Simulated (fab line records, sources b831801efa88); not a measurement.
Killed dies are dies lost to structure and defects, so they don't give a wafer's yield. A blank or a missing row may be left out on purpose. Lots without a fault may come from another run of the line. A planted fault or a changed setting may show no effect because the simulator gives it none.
One fault seen from 2 desks | flow sfq_line | each desk has only its own numbers; what lay behind them comes last

THE TOOL OWNER'S DESK: cmp-01
The tool's own readings at SFQ_TRILAYER_I3_CMP_CMP_082 (polishes SiO2): means of the sampled wafers that have a number, for each lot that ran on this tool. A lot is out of limits, marked OUT, if its mean lies more than 4 standard deviations from the usual mean; the brackets give that distance.
Columns: A = motor_current_A at SFQ_TRILAYER_I3_CMP_CMP_082, usual 10.6 A; B = time_to_endpoint_s at SFQ_TRILAYER_I3_CMP_CMP_082, usual 215 s
lot  | first seen here | A    | B
L282 | day 35 19:17    | 10.4 | 210
L287 | day 37 07:17    | 11.6 | 220
L289 | day 37 15:47    | 11.2 | 218
L293 | day 38 03:47    | 11.7 | 216
L294 | day 45 05:44    | 10.9 | 216
L301 | day 49 22:14    | 10.2 | 284 (+12) OUT
L303 | day 50 07:09    | 11.7 | 277 (+10) OUT
This desk's finding: out of limits on L301, L303; first on L301, day 49 22:14 (time_to_endpoint_s at SFQ_TRILAYER_I3_CMP_CMP_082). In limits: L282, L287, L289, L293, L294.

THE METROLOGY DESK
What the gauges read, lot by lot, whatever tool the lot ran on: means of the sampled wafers that have a number. A lot is out of limits, marked OUT, if its mean lies more than 4 standard deviations from the usual mean; the brackets give that distance.
Columns: A = M4_OVL at SFQ_M4_OVL_MEAS_926, usual -2 nm
lot  | first seen here | A
L282 | day 40 05:29    | -3
L283 | day 40 06:41    | 3
L284 | day 40 07:53    | -3
L285 | day 41 17:55    | -4
L287 | day 42 08:14    | -7
L288 | day 42 10:51    | -3
L289 | day 42 14:14    | -3
L291 | day 42 20:14    | 4
L292 | day 42 21:25    | 0
L293 | day 42 22:38    | -4
L294 | day 51 03:25    | 9
L296 | day 51 17:56    | -8
L301 | day 55 23:14    | 1
L303 | day 56 14:50    | -5
This desk's finding: nothing out of limits on any of the 14 lots.

PUT TOGETHER
The tool owner's desk could have raised an alarm at day 49 22:14, on L301, L303.
The metrology desk saw nothing out of limits.
The metrology desk has L301, L303 on record, within its limits.
Of the lots named, all ran SFQ_TRILAYER_I3_CMP_CMP_082 on cmp-01.

WHAT THE SIMULATOR HAD PUT IN
Process parameter drift: cmp-01, from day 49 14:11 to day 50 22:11, at SFQ_TRILAYER_I3_CMP_CMP_082. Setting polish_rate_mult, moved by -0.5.
Lots struck among those shown: L301, L303.
Hours from the fault's start to each desk's first reading out of limits: the tool owner's desk, 8.
